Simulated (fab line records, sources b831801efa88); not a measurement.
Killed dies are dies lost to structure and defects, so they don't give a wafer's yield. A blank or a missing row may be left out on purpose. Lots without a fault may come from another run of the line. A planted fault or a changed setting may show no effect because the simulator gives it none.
A struck lot beside a sound one | flow sky130 | 32 steps out of a route of 708
Sound: wafers L436.2, L436.3, L436.4. Struck: wafers L439.3, L439.5, L439.6. The cause comes at the end.
At each step with rows: each side's tool, then ch and its chambers, then its first start. Under that, the readings that differ: sound wafers | struck wafers | difference of the means | sigmas: that difference in standard deviations of wafers without a fault.
alike: readings whose means differ by less than 2 such deviations, and words and numbers that are the same on both sides. not compared: withheld readings, readings that some wafer has no value for, bounds like >300 that may hide the same value, and numbers for which the record gives no deviation and whose values overlap.
The two part at a step that has a row with sigmas, a row that says differs or no value, or rows on one side only. Numbers that don't overlap but have no deviation are shown without sigmas and don't part them. A reading that every wafer of one side lacks parts them only if that side has two wafers or more.

SKY_PWDE_OVL_MEAS_07:
  sound on overlay-02, day 5 03:03; struck on overlay-02, day 6 01:57
  alike: PWDE_OVL
then, 1 step without rows for these wafers: SKY_PWDE_IMPLANT_08.
SKY_PWDE_STRIP_09: strips in O2/N2.
  sound on plasma_asher-01 ch 0,1, day 5 03:14; struck on plasma_asher-01 ch 0,1, day 6 02:10
  alike: drypump_motor_current_A, oes_product_au, strip_time_to_endpoint_s
  not compared: rf_hours_counter_h
SKY_PWDE_TW_MEAS_10:
  sound on film_metro-04, day 5 03:20; struck on film_metro-01, day 6 02:15
  alike: PWDE_TW
then, 7 steps without rows for these wafers: SKY_NWELL_DEHYDRATE_03 (time 60 s); SKY_NWELL_HMDS_04 (prime time 60 s); SKY_NWELL_COAT_05 (resist thk 3000 nm); SKY_NWELL_SOFTBAKE_06; SKY_NWELL_EXPOSE_07 (exposes mask NWM, target cd 840 nm); SKY_NWELL_PEB_08; SKY_NWELL_DEVELOP_09 (develop time 60 s).
SKY_NWELL_OVL_MEAS_10:
  sound on overlay-02, day 5 20:20; struck on overlay-02, day 6 21:09
  alike: NWELL_00_OVL
SKY_NWELL_IMPLANT_11:
  sound on implanter-01 ch 0, day 5 20:23; struck on implanter-04 ch 0, day 6 21:14
  reading                   | sound                | struck               | difference | sigmas
  beam_energy_keV           | 400.22 400.23 400.01 | 344.72 344.90 344.91 | -55.31     | -99 or more
  model.implant.rp_nm (nm)  | 491.1 491.1 491.1    | 421.6 421.6 421.6    | -69.5      |
  model.implant.drp_nm (nm) | 116.9 116.9 116.9    | 108 108 108          | -9         |
then, 2 steps without rows for these wafers: SKY_NWELL_IMPLANT_12; SKY_NWELL_IMPLANT_13.
SKY_NWELL_STRIP_14: strips in O2/N2.
  sound on plasma_asher-02 ch 0,1, day 5 20:49; struck on plasma_asher-04 ch 0,1, day 6 21:40
  alike: drypump_motor_current_A, oes_product_au, strip_time_to_endpoint_s
  not compared: rf_hours_counter_h
SKY_NWELL_TW_MEAS_15:
  sound on film_metro-04, day 5 20:55; struck on film_metro-04, day 6 21:45
  alike: NWELL_TW
then, 7 steps without rows for these wafers: SKY_NWELL_DEHYDRATE_16 (time 60 s); SKY_NWELL_HMDS_17 (prime time 60 s); SKY_NWELL_COAT_18 (resist thk 3000 nm); SKY_NWELL_SOFTBAKE_19; SKY_NWELL_EXPOSE_20 (exposes mask NWM COMPLEMENT, target cd 840 nm); SKY_NWELL_PEB_21; SKY_NWELL_DEVELOP_22 (develop time 60 s).
SKY_NWELL_OVL_MEAS_23:
  sound on overlay-02, day 6 14:33; struck on overlay-02, day 7 17:29
  alike: NWELL_01_OVL
then, 1 step without rows for these wafers: SKY_NWELL_IMPLANT_24.
SKY_NWELL_STRIP_25: strips in O2/N2.
  sound on plasma_asher-04 ch 0,1, day 6 14:44; struck on plasma_asher-03 ch 0,1, day 7 17:42
  reading                     | sound       | struck      | difference | sigmas
  drypump_motor_current_A (A) | 5.4 5.0 5.3 | 6.0 5.9 6.0 | +0.7       | +2
  alike: oes_product_au, strip_time_to_endpoint_s
  not compared: rf_hours_counter_h
SKY_NWELL_TW_MEAS_26:
  sound on film_metro-03, day 6 14:50; struck on film_metro-04, day 7 17:47
  alike: NWELL_2_TW
then, 1 step without rows for these wafers: SKY_NWELL_CLEAN_27 (cleans in SC1/SC2, time 150 s).
SKY_NWELL_RTA_28: time 30 s.
  sound on rtp_anneal-01 ch 0, day 6 15:00; struck on rtp_anneal-01 ch 0, day 7 17:55
  alike: lamp_power_pct, wafer_temp_C_max
SKY_NWELL_RS_MEAS_29: measures by four-point-probe.
  sound on film_metro-03, day 6 15:10; struck on film_metro-03, day 7 18:01
  reading           | sound             | struck            | difference | sigmas
  NWELL_RS (ohm/sq) | 624.7 624.8 625.1 | 648.7 649.3 649.0 | +24.1      | +16
-- the record jumps here: 41 days lie between the struck wafers' starts before and after (it left off in module NWELL and takes up again in module PAD_OPEN, whose first step shown is number 708 of the route) --
SKY_PAD_OPEN_PROBE_99:
  sound on prober-01, day 47 05:58; struck on prober-01, day 48 08:46
  reading                                 | sound                        | struck                        | difference | sigmas
  model.etest.res_nwell.line_ohm_um       | 1120 1162 1126               | 1721 1767 1710                | +597       |
  model.etest.res_nwell.rs_ohm_sq         | 929.7 978 937.2              | 1364 1394 1364                | +426       |
  model.etest.pfet_g5v0d10v5.r_on_ohm_um  | 4753 4846 4759               | 4986 4972 4974                | +191       |
  model.etest.tip_p_5v.rs_ohm_sq          | 2868 2886 2877               | 3034 3033 3036                | +157       |
  model.etest.nfet_16v.r_on_ohm_um        | 1.392e+04 1.41e+04 1.413e+04 | 1.433e+04 1.442e+04 1.439e+04 | +3.300e+02 |
  model.etest.res_iso_pwell.width_nm (nm) | 2645 2640 2658               | 2691 2704 2679                | +44        |
  alike: killed_at_M0_to_M3, killed_at_M4_up, killed_at_contacts, killed_at_front_end, killed_at_other, killed_dies, killed_open, killed_short
  not compared: model.etest.pfet_16v.r_on_ohm_um, model.etest.tip_p.rs_ohm_sq

WHERE THEY PART
First at SKY_NWELL_IMPLANT_11; last, within this record, at SKY_NWELL_RS_MEAS_29. Later steps at which nothing parts them and some readings are alike: SKY_PAD_OPEN_PROBE_99.

WHY: what the simulator had put in
Process parameter drift: implanter-04, from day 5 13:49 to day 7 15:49, at SKY_NWELL_IMPLANT_11. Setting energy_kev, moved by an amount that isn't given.
